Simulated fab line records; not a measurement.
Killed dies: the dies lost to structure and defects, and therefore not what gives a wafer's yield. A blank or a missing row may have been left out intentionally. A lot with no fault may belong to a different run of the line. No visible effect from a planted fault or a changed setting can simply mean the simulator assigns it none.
Matching of chambers || flow gf180mcu || GF_V1_CVD_02 on pecvd-02 has 3 sister chambers
The step deposits SiO2 from TEOS, target thk 850 nm, time 94.851 s. 14 wafers are shown with their chamber, then 7 later ones without.

== EACH WAFER AND ITS CHAMBER ==
{"wafer": "L531.1", "chamber": 0, "heater_power_w (W)": 786, "rf_fwd_power_W (W)": 591.8}
{"wafer": "L531.3", "chamber": 2, "heater_power_w (W)": 707, "rf_fwd_power_W (W)": 594.7}
{"wafer": "L531.6", "chamber": 0, "heater_power_w (W)": 836, "rf_fwd_power_W (W)": 595.0}
{"wafer": "L537.3", "chamber": 0, "heater_power_w (W)": 838, "rf_fwd_power_W (W)": 596.9}
{"wafer": "L537.5", "chamber": 1, "heater_power_w (W)": 525, "rf_fwd_power_W (W)": 596.1}
{"wafer": "L537.6", "chamber": 2, "heater_power_w (W)": 622, "rf_fwd_power_W (W)": 595.8}
{"wafer": "L543.3", "chamber": 0, "heater_power_w (W)": 862, "rf_fwd_power_W (W)": 594.2}
{"wafer": "L543.5", "chamber": 0, "heater_power_w (W)": 711, "rf_fwd_power_W (W)": 593.4}
{"wafer": "L543.6", "chamber": 1, "heater_power_w (W)": 565, "rf_fwd_power_W (W)": 592.0}
{"wafer": "L545.1", "chamber": 2, "heater_power_w (W)": 757, "rf_fwd_power_W (W)": 594.2}
{"wafer": "L545.2", "chamber": 0, "heater_power_w (W)": 813, "rf_fwd_power_W (W)": 592.2}
{"wafer": "L545.5", "chamber": 2, "heater_power_w (W)": 779, "rf_fwd_power_W (W)": 595.4}
{"wafer": "L546.1", "chamber": 0, "heater_power_w (W)": 811, "rf_fwd_power_W (W)": 592.8}
{"wafer": "L546.3", "chamber": 1, "heater_power_w (W)": 551, "rf_fwd_power_W (W)": 595.0}

SIGNATURES, as means of the wafers listed above
{"reading": "heater_power_w", "chamber 0": 808.14, "chamber 1": 547.00, "chamber 2": 716.25, "scatter within a chamber": 52.2}
{"reading": "rf_fwd_power_W", "chamber 0": 593.757, "chamber 1": 594.367, "chamber 2": 595.025, "scatter within a chamber": 1.64}
Rule: for each reading, subtract the chamber's mean from the wafer's reading, divide by that reading's scatter and square the result; add these up over the readings and take the root, which gives the wafer's distance from the chamber. If the next closest chamber is less than 2 further off than the closest, the wafer can't be placed; otherwise it belongs to the closest. The scatter is the square root of a quotient: the sum, over the shown wafers, of each reading's squared deviation from its chamber's mean, divided by wafers minus chambers.

== WAFERS WHOSE CHAMBER IS MISSING ==
{"wafer": "L546.4", "heater_power_w (W)": 573, "rf_fwd_power_W (W)": 593.2}
{"wafer": "L547.1", "heater_power_w (W)": 551, "rf_fwd_power_W (W)": 599.3}
{"wafer": "L547.3", "heater_power_w (W)": 801, "rf_fwd_power_W (W)": 593.0}
{"wafer": "L547.4", "heater_power_w (W)": 628, "rf_fwd_power_W (W)": 597.7}
{"wafer": "L548.3", "heater_power_w (W)": 743, "rf_fwd_power_W (W)": 597.4}
{"wafer": "L548.4", "heater_power_w (W)": 607, "rf_fwd_power_W (W)": 596.0}
{"wafer": "L548.5", "heater_power_w (W)": 458, "rf_fwd_power_W (W)": 591.1}

== EACH ONE'S CHAMBER ==
{"wafer": "L546.4", "from the rows above": 1, "in truth": 1}
{"wafer": "L547.1", "from the rows above": "can't be placed: 1 or 2", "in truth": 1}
{"wafer": "L547.3", "from the rows above": "can't be placed: 0 or 2", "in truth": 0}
{"wafer": "L547.4", "from the rows above": "can't be placed: 2 or 1 or 0", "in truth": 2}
{"wafer": "L548.3", "from the rows above": "can't be placed: 2 or 0", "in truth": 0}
{"wafer": "L548.4", "from the rows above": "can't be placed: 1 or 2", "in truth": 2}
{"wafer": "L548.5", "from the rows above": 1, "in truth": 1}
Placed correctly: 2 of 7. These rows do not allow placing 5 (true chamber among the candidates in 5). Placed wrongly: 0.
